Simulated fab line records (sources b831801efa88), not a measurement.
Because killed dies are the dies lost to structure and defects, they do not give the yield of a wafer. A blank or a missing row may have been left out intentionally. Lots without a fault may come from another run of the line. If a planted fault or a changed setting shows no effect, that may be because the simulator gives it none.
Struck lot and sound lot, side by side / flow sky130 / 36 steps out of a route of 708
Sound: the wafers L145.1, L145.3, L145.6. Struck: wafers L138.1, L138.3, L138.5. The cause is given at the end.
For every step that has rows: the tool of each side, followed by ch and its chambers, followed by its first start. Under that, the readings that differ: sound wafers / struck wafers / difference of the means / sigmas: that difference in standard deviations of wafers without a fault.
alike: readings whose means differ by less than 2 such deviations, and words and numbers that are the same on both sides. not compared: withheld readings, readings that some wafer has no value for, bounds like >300 that may hide the same value, and numbers for which the record gives no deviation and whose values overlap.
A row with sigmas, a row that says differs or no value, or rows on one side alone: a step with any of these is where the two part. Non-overlapping numbers with no deviation appear without sigmas and do not part them. A reading that every wafer of one side lacks parts them only if that side has two wafers or more.

first, 10 steps without rows for these wafers: SKY_POLY_CUT_ETCH_10 (etches BARC in N2/H2, stops on SiO2, time 45.9 s, target depth 60 nm); SKY_POLY_CUT_ETCH_11 (etches Si3N4 in CF4/CH2F2/Ar, stops on poly-Si, time 42.5 s, target depth 60 nm); SKY_POLY_CUT_STRIP_12 (strips in O2/N2); SKY_SD_P_DEHYDRATE_00 (time 60 s); SKY_SD_P_HMDS_01 (prime time 60 s); SKY_SD_P_COAT_02 (resist thk 1140 nm); SKY_SD_P_SOFTBAKE_03 (time 60 s); SKY_SD_P_EXPOSE_04 (exposes mask PSDM, target cd 380 nm); SKY_SD_P_PEB_05; SKY_SD_P_DEVELOP_06 (develop time 60 s).
SKY_SD_P_IMPLANT_09:
  sound on implanter-01 ch 0, day 30 13:04; struck on implanter-02 ch 0, day 28 05:01
reading=dose ions cm2; sound=3.006e+15 2.997e+15 2.995e+15; struck=2.429e+15 2.431e+15 2.426e+15; difference=-5.707e+14; sigmas=-99 or more
SKY_SD_P_STRIP_10: strips in O2/N2.
  sound on plasma asher-03 ch 0,1, day 30 13:13; struck on plasma asher-01 ch 0, day 28 05:10
reading=strip time to endpoint s (s); sound=17.60 17.62 17.59; struck=17.15 17.17 17.15; difference=-0.45; sigmas=-11
  alike: drypump motor current A, oes product au
  not compared: rf hours counter h
SKY_SD_P_TW_MEAS_11:
  struck on film metro-02, day 28 05:16; sound on film metro-03, day 30 13:19
reading=SD_P_TW; sound=2880 2881 2873; struck=2704 2730 2704; difference=-165; sigmas=-6
then, 21 steps without rows for these wafers: SKY_RES_XHIGH_DEHYDRATE_00 (time 60 s); SKY_RES_XHIGH_HMDS_01 (prime time 60 s); SKY_RES_XHIGH_COAT_02 (resist thk 1140 nm); SKY_RES_XHIGH_SOFTBAKE_03 (time 60 s); SKY_RES_XHIGH_EXPOSE_04 (exposes mask URPM, target cd 1270 nm); SKY_RES_XHIGH_PEB_05; SKY_RES_XHIGH_DEVELOP_06 (develop time 60 s); SKY_RES_XHIGH_IMPLANT_07; SKY_RES_XHIGH_STRIP_08 (strips in O2/N2); SKY_SD_N_DEHYDRATE_00 (time 60 s); SKY_SD_N_HMDS_01 (prime time 60 s); SKY_SD_N_COAT_02 (resist thk 1140 nm); SKY_SD_N_SOFTBAKE_03 (time 60 s); SKY_SD_N_EXPOSE_04 (exposes mask NSDM, target cd 380 nm); SKY_SD_N_PEB_05; SKY_SD_N_DEVELOP_06 (develop time 60 s); SKY_SD_N_IMPLANT_09; SKY_SD_N_IMPLANT_10; SKY_SD_N_STRIP_11 (strips in O2/N2); SKY_SD_N_CLEAN_13 (cleans in SC1/SC2, time 150 s); SKY_SD_N_RTA_14 (time 2 s).
-- the record jumps here: 2 days lie between the struck wafers' starts before and after --
SKY_SD_N_RS_MEAS_17: uses a four-point probe to measure.
  struck on film metro-04, day 30 11:56; sound on film metro-02, day 32 19:14
reading=SD_P_RS (ohm/sq); sound=146.4 146.6 146.6; struck=150.3 150.7 150.7; difference=+4.0; sigmas=+9
-- record jumps: 17 days separate the struck wafers' starts on either side; left off in module SD_N, taken up again in module PAD_OPEN, whose first shown step is the route's number 708 --
SKY_PAD_OPEN_PROBE_99:
  struck on prober-02, day 47 17:18; sound on prober-02, day 49 07:14
reading=model.etest.res high po.line ohm um; sound=735.4 742.8 760.7; struck=879.5 886.9 896.3; difference=+141.3; sigmas=
reading=model.etest.licon high po.rc ohm; sound=341.7 339.5 345.8; struck=473.2 488.1 485.9; difference=+140.1; sigmas=
reading=model.etest.res pdiff.line ohm um; sound=1427 1389 1375; struck=1433 1446 1459; difference=+49; sigmas=
reading=model.etest.licon pdiff.rc ohm; sound=562.3 590.1 551.3; struck=629.8 671.5 625.5; difference=+74.4; sigmas=
reading=model.etest.res high po.rs ohm sq; sound=262.3 264.1 269.1; struck=307 307.4 314; difference=+44; sigmas=
reading=model.etest.res pdiff hv.rs ohm sq; sound=192.7 193.1 193.8; struck=201.7 203.9 204.3; difference=+10.1; sigmas=
reading=model.etest.res pdiff.rs ohm sq; sound=197.3 200.1 197.8; struck=209.7 210.6 210.6; difference=+11.9; sigmas=
  alike: killed_at_M0_to_M3, killed_at_M4_up, killed at contacts, killed at front end, killed at other, killed dies, killed open, killed short

## WHERE THEY PART
Earliest at SKY_SD_P_IMPLANT_09; latest, in this record, at SKY_SD_N_RS_MEAS_17. Later steps at which nothing parts them and some readings are alike: SKY_PAD_OPEN_PROBE_99.

WHY: what had been put in by the simulator
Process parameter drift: implanter-02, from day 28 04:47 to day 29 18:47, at SKY_SD_P_IMPLANT_09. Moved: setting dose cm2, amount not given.
